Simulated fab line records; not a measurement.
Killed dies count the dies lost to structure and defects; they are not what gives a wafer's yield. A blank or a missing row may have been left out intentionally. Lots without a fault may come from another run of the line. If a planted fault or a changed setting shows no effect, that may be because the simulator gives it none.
A lot that was struck, set against a sound lot / flow gf180mcu / 14 steps out of a route of 602
Sound: wafers L796.4, L796.5, L796.6. Wafers struck: L788.3, L788.4, L788.5. The cause comes at the end.
Each step with rows lists, per side, the tool, then ch with its chambers, then its first start. Under that, the readings that differ: sound wafers / struck wafers / difference of the means / sigmas: that difference in standard deviations of wafers without a fault.
alike: readings whose means differ by less than 2 such deviations, and words and numbers that are the same on both sides. not compared: withheld readings, readings that some wafer has no value for, bounds like >300 that may hide the same value, and numbers for which the record gives no deviation and whose values overlap.
Wherever a step has rows on one side only, a row that says differs or no value, or a row with sigmas, the two part there. Numbers that don't overlap but have no deviation are shown without sigmas and don't part them. Lack of a reading on every wafer of one side parts them only where that side has two or more wafers.

GF_CONTACT_THK_MEAS_01:
  sound: filmMetro-04 at day 22 13:13; struck: filmMetro-01 at day 19 21:12
  alike: CONTACT_CVD_00_THK
GF_CONTACT_CVD_02: deposits SiO2 from TEOS, target thk 860 nm, time 95.992 s.
  sound on pecvd-01 ch 0,1,2, day 22 13:17; struck on pecvd-04 ch 0,1,2, day 19 21:14
  alike: heaterPowerOuterW, heaterPowerW
GF_CONTACT_THK_MEAS_03:
  sound: filmMetro-03 at day 22 13:21; struck: filmMetro-03 at day 19 21:20
  alike: CONTACT_CVD_02_THK
GF_CONTACT_CMP_04: polishes SiO2.
  sound on cmp-01 ch 2,3, day 22 13:23; struck on cmp-02 ch 1,2,3, day 19 21:28
  alike: motorCurrentA, timeToEndpointS
GF_CONTACT_BOW_MEAS_05:
  sound: filmMetro-01 at day 22 13:44; struck: filmMetro-03 at day 19 21:43
  alike: CONTACT_BOW
then, 7 steps without rows for these wafers: GF_CONTACT_DEHYDRATE_06 (time 60 s); GF_CONTACT_HMDS_07 (prime time 60 s); GF_CONTACT_COAT_08; GF_CONTACT_COAT_09 (resist thk 1000 nm); GF_CONTACT_SOFTBAKE_10 (time 60 s); GF_CONTACT_EXPOSE_11 (exposes mask Contact, target cd 220 nm); GF_CONTACT_PEB_12 (peb time 90 s).
GF_CONTACT_DEVELOP_13: develop time 60 s.
  struck on lithoTrack-02, day 20 22:12; sound on lithoTrack-02 ch 0, day 23 11:50
  no value came back on the struck wafers for chillPlateTempC (C), developTimeS (s); on the sound wafers chillPlateTempC (C) reads 23.09 23.04 23.14
reading=model.KrF_of_CONTACT_COAT_09.thkNm (nm); sound=983.8 984.1 981.9; struck=1002 1005 1001; difference=+19; sigmas=
GF_CONTACT_CD_MEAS_14 targets a cd of 220 nm.
  sound: cdSem-02 at day 23 11:58; struck: cdSem-01 at day 20 22:20
reading=cdNm (nm); sound=218.9 220.5 220.0; struck=- - -; difference=no value on the struck wafers; sigmas=

== WHERE THEY PART ==
At GF_CONTACT_DEVELOP_13 first; at GF_CONTACT_CD_MEAS_14 last (within this record only).

WHY: the cause the simulator had injected
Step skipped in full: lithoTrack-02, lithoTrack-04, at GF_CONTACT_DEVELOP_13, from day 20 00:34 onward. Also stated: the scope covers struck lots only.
